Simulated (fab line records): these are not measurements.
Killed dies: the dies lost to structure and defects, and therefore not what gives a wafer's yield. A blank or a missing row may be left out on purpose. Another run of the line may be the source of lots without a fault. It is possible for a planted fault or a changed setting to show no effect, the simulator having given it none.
A lot that was struck, set against a sound lot || flow sky130 || 14 steps out of a route of 708
Sound: the wafers L846.1, L846.4, L846.5. Wafers L856.3, L856.5, L856.6 were the ones struck. The cause is given at the end.
Per side, at each step with rows, come the tool, then ch with its chambers, and then its first start. Under that, the readings that differ: sound wafers || struck wafers || difference of the means || sigmas: that difference in standard deviations of wafers without a fault.
alike: words and numbers the same on both sides, and readings whose means are apart by under 2 such deviations; not compared: readings that were withheld, readings missing a value for some wafer, numbers with overlapping values and no deviation given by the record, and bounds like >300 which may hide the same value.
Wherever a step has rows on one side only, a row that says differs or no value, or a row with sigmas, the two part there. When numbers do not overlap yet have no deviation, they are printed without sigmas and do not part them. A reading missing from all wafers of one side parts the sides only when that side holds two or more wafers.

first, 3 steps without rows for these wafers: SKY_VT_ADJUST_HVTR_EXPOSE_04 (exposes mask HVTRM, target cd 380 nm); SKY_VT_ADJUST_HVTR_PEB_05; SKY_VT_ADJUST_HVTR_DEVELOP_06 (develop time 60 s).
SKY_VT_ADJUST_HVTR_CD_MEAS_07: target cd 380 nm.
  sound on cd_sem-02, day 12 01:07; struck on cd_sem-01, day 15 04:01
{"reading": "cd_nm (nm)", "sound": "378.7 381.8 382.1", "struck": "374.8 375.7 375.4", "difference": -5.6, "sigmas": -2}
SKY_VT_ADJUST_HVTR_OVL_MEAS_08:
  sound on overlay-02, day 12 01:14; struck on overlay-01, day 15 04:06
  alike: VT_ADJUST_HVTR_OVL
then, 1 step without rows for these wafers: SKY_VT_ADJUST_HVTR_IMPLANT_09.
SKY_VT_ADJUST_HVTR_STRIP_10: strips in O2/N2.
  sound on plasma_asher-01 ch 0, day 12 01:25; struck on plasma_asher-01 ch 0,1, day 15 04:19
  alike: chamber_pressure_mTorr, drypump_motor_current_A, oes_product_au, strip_time_to_endpoint_s
  not compared: rf_hours_counter_h
SKY_VT_ADJUST_HVTR_TW_MEAS_11:
  sound on film_metro-03, day 12 01:31; struck on film_metro-03, day 15 04:24
  alike: VT_ADJUST_HVTR_TW
then, 4 steps without rows for these wafers: SKY_VT_ADJUST_PCH_DEHYDRATE_00 (time 60 s); SKY_VT_ADJUST_PCH_HMDS_01 (prime time 60 s); SKY_VT_ADJUST_PCH_COAT_02 (resist thk 3000 nm); SKY_VT_ADJUST_PCH_SOFTBAKE_03.
SKY_VT_ADJUST_PCH_EXPOSE_04: exposes mask NWM, target cd 840 nm.
  struck on iline_stepper-02, day 15 18:29; sound on iline_stepper-02 ch 0, day 12 13:33
  no value came back on the struck wafers for exposure_dose_mJ_cm2, focus_offset_nm (nm), stage_vel_mm_s (mm/s); on the sound wafers exposure_dose_mJ_cm2 reads 255.13 255.02 254.94
  alike: mask
then, 1 step without rows for these wafers: SKY_VT_ADJUST_PCH_PEB_05.

== WHERE THEY PART ==
Last at SKY_VT_ADJUST_PCH_EXPOSE_04 as far as this record goes, first at SKY_VT_ADJUST_HVTR_CD_MEAS_07.

WHY: what the simulator had put in
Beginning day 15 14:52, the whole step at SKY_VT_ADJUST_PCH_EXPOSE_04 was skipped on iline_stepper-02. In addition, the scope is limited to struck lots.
